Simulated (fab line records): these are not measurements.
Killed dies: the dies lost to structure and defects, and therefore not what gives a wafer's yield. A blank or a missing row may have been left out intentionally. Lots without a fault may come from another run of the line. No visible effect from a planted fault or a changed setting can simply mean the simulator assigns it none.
Which of the tools did it?	flow sky130	11 lots with 32 wafers sampled at 5 steps, on a route of 708 steps

## WHAT EACH GAUGE READ, for each wafer
SKY_METAL3_CD_MEAS_13: the cd target is 300 nm. Usual: cd nm at 300.3 nm, with a standard deviation of 1.4.
lot	measured	on	cd nm (nm)	flag
L903	day 39 06:51	cd sem-02	300.8 300.4 300.5	
L905	day 39 14:53	cd sem-01	298.5 299.1 299.8	
L904	day 39 19:39	cd sem-02	301.1 300.7 301.6	
L906	day 39 23:08	cd sem-01	299.6 298.6 299.4	
L908	day 40 10:35	cd sem-02	299.0 300.3 299.6	
L912	day 41 10:58	cd sem-01	300.4 299.6 299.1	
L916	day 42 23:43	cd sem-01	301.7 302.5 302.1	
L918	day 43 08:53	cd sem-02	301.3 300.7 301.6	
L919	day 43 10:12	cd sem-02	300.7 300.9 301.6	
L922	day 44 13:46	cd sem-02	301.6 301.2 301.7	
L926	day 45 03:10	cd sem-02	300.7 301.9	

SKY_METAL4_CD_MEAS_13: the cd target is 300 nm. Usual: cd nm at 300.2 nm, with a standard deviation of 1.2.
lot	measured	on	cd nm (nm)	flag
L903	day 42 10:38	cd sem-02	300.8 299.2 300.0	
L905	day 42 19:16	cd sem-01	299.4 301.7 300.4	
L904	day 42 23:05	cd sem-01	287.0 287.3 286.3	OFF
L906	day 43 03:22	cd sem-01	287.7 286.8 287.7	OFF
L908	day 43 12:49	cd sem-01	288.9 290.0 291.4	OFF
L912	day 44 12:04	cd sem-02	294.1 295.0 293.7	OFF
L916	day 45 21:58	cd sem-01	302.4 300.9 300.7	
L918	day 46 05:24	cd sem-02	300.9 301.9 301.6	
L919	day 46 07:22	cd sem-02	300.4 302.7 300.4	
L922	day 47 09:27	cd sem-02	299.7 300.8 302.2	
L926	day 47 22:13	cd sem-01	297.7 297.2	

## WHICH TOOL RAN EACH LOT (tool, then ch and the chambers of the sampled wafers, then the start)
lot	SKY_METAL3_DESCUM_15	SKY_METAL3_ETCH_16	SKY_METAL4_EXPOSE_10
L903	rie metal-03 ch 0, day 39 07:01	rie metal-03 ch 0, day 39 07:04	krf scanner-02 ch 0, day 41 23:08
L905	rie metal-03 ch 0, day 39 15:02	rie metal-03 ch 0, day 39 15:06	krf scanner-02 ch 0, day 42 07:34
L904	rie metal-01 ch 0,1, day 39 19:47	rie metal-01 ch 0,1, day 39 19:49	krf scanner-02 ch 0, day 42 11:20
L906	rie metal-03 ch 0,1, day 39 23:16	rie metal-03 ch 0,1, day 39 23:19	krf scanner-02 ch 0, day 42 16:04
L908	rie metal-02 ch 0,1, day 40 10:44	rie metal-02 ch 0,1, day 40 10:46	krf scanner-02 ch 0, day 43 01:35
L912	rie metal-02 ch 0,1, day 41 11:07	rie metal-02 ch 0,1, day 41 11:09	krf scanner-02 ch 0, day 44 01:07
L916	rie metal-03 ch 0,1, day 42 23:52	rie metal-03 ch 0,1, day 42 23:54	krf scanner-01 ch 0, day 45 10:55
L918	rie metal-02 ch 0,1, day 43 09:01	rie metal-02 ch 0,1, day 43 09:04	krf scanner-01 ch 0, day 45 19:38
L919	rie metal-02 ch 0,1, day 43 10:22	rie metal-02 ch 0,1, day 43 10:23	krf scanner-01 ch 0, day 45 21:37
L922	rie metal-03 ch 0,1, day 44 13:55	rie metal-03 ch 0,1, day 44 13:56	krf scanner-01 ch 0, day 46 23:59
L926	rie metal-01 ch 1, day 45 03:18	rie metal-01 ch 1, day 45 03:21	krf scanner-01 ch 0, day 47 12:03
- SKY_METAL3_DESCUM_15: chemistry O2, time 8 s.
- SKY_METAL3_ETCH_16: etches BARC in N2/H2, stops on SiO2, time 88.2 s, target depth 60 nm.
- SKY_METAL4_EXPOSE_10: exposes mask MM4, target cd 300 nm.

## AS READ BY THE TOOLS THEMSELVES (means over the sampled wafers that have a number; for cases with no such wafer, the mark the record gives instead)
SKY_METAL3_DESCUM_15. Usual: drypump motor current A 5.4 A, standard deviation 0.45; oes product au 1.003 a.u., standard deviation 0.011.
lot	tool	drypump motor current A (A)	oes product au (a.u.)	flag
L903	rie metal-03	5.8	1.017	
L905	rie metal-03	5.8	1.009	
L904	rie metal-01	5.4	1.007	
L906	rie metal-03	5.6	1.009	
L908	rie metal-02	5.1	0.994	
L912	rie metal-02	5.1	1.002	
L916	rie metal-03	5.4	1.005	
L918	rie metal-02	5.1	1.001	
L919	rie metal-02	5.6	1.016	
L922	rie metal-03	5.6	1.004	
L926	rie metal-01	5.1	0.982	

SKY_METAL3_ETCH_16. Usual: drypump motor current A 5.4 A, standard deviation 0.46; oes product au 0.626 a.u., standard deviation 0.0047; throttle valve pct 13.205 %, standard deviation 0.0093.
lot	tool	drypump motor current A (A)	oes product au (a.u.)	throttle valve pct (%)	flag
L903	rie metal-03	5.8	0.627	13.202	
L905	rie metal-03	5.8	0.626	13.211	
L904	rie metal-01	5.4	0.623	13.207	
L906	rie metal-03	5.6	0.624	13.207	
L908	rie metal-02	5.1	0.622	13.211	
L912	rie metal-02	5.1	0.621	13.204	
L916	rie metal-03	5.4	0.619	13.209	
L918	rie metal-02	5.1	0.629	13.206	
L919	rie metal-02	5.6	0.623	13.198	
L922	rie metal-03	5.6	0.624	13.210	
L926	rie metal-01	5.1	0.625	13.194	

SKY_METAL4_EXPOSE_10. Usual: exposure dose mJ cm2 27.996, standard deviation 0.027; stage vel mm s 499.99 mm/s, standard deviation 0.3.
lot	tool	exposure dose mJ cm2	stage vel mm s (mm/s)	flag
L903	krf scanner-02	27.963	500.02	
L905	krf scanner-02	28.014	499.94	
L904	krf scanner-02	29.945	500.03	OFF
L906	krf scanner-02	29.951	500.20	OFF
L908	krf scanner-02	29.606	500.15	OFF
L912	krf scanner-02	28.984	500.29	OFF
L916	krf scanner-01	27.970	499.94	
L918	krf scanner-01	28.008	500.21	
L919	krf scanner-01	27.960	500.25	
L922	krf scanner-01	27.985	500.17	
L926	krf scanner-01	27.997	499.49	

## THE ANSWER, worked out from the rows above alone
Rule: lot off if the mean of its wafers having a number is beyond 3 standard deviations from the usual mean. Also off: a lot with no number at a reading for which 4 or more lots have one. Any other lot the step has rows for is counted as sound. First the gauges in route order, then the tools' own readings, where a lot's mean is used as printed above. At the first step where some lot is off, the reading lying furthest off is the one used; lots without a number count as furthest.
Off, at SKY_METAL4_CD_MEAS_13 on cd nm: L904, L906, L908, L912.
If a tool, at a process step before that reading, ran all the lots that are off and no sound lot after the first of them, it fits. Not tried: the gauges at SKY_METAL4_CD_MEAS_13; whatever is off there is also off at SKY_METAL4_EXPOSE_10, on other tools, and gauge error can't account for it. One fits: SKY_METAL4_EXPOSE_10 on krf scanner-02. Its last sound lot is L905 (day 42 07:34), its first lot that is off L904 (day 42 11:20): a fault that began between those two fits.
The tool's own readings at SKY_METAL4_EXPOSE_10 bear it out: on the lots that are off they differ by more than 5 times the standard deviation of the sound lots' means. exposure dose mJ cm2 reads 29.622 there against 27.985 on the sound lots.

## WHAT HAD BEEN PUT IN BY THE SIMULATOR
Process parameter drift: krf scanner-02, from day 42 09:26 on, at SKY_METAL4_EXPOSE_10. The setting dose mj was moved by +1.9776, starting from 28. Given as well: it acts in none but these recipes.
Lots struck among those shown: L904, L906, L908, L912. The rule above found the same.
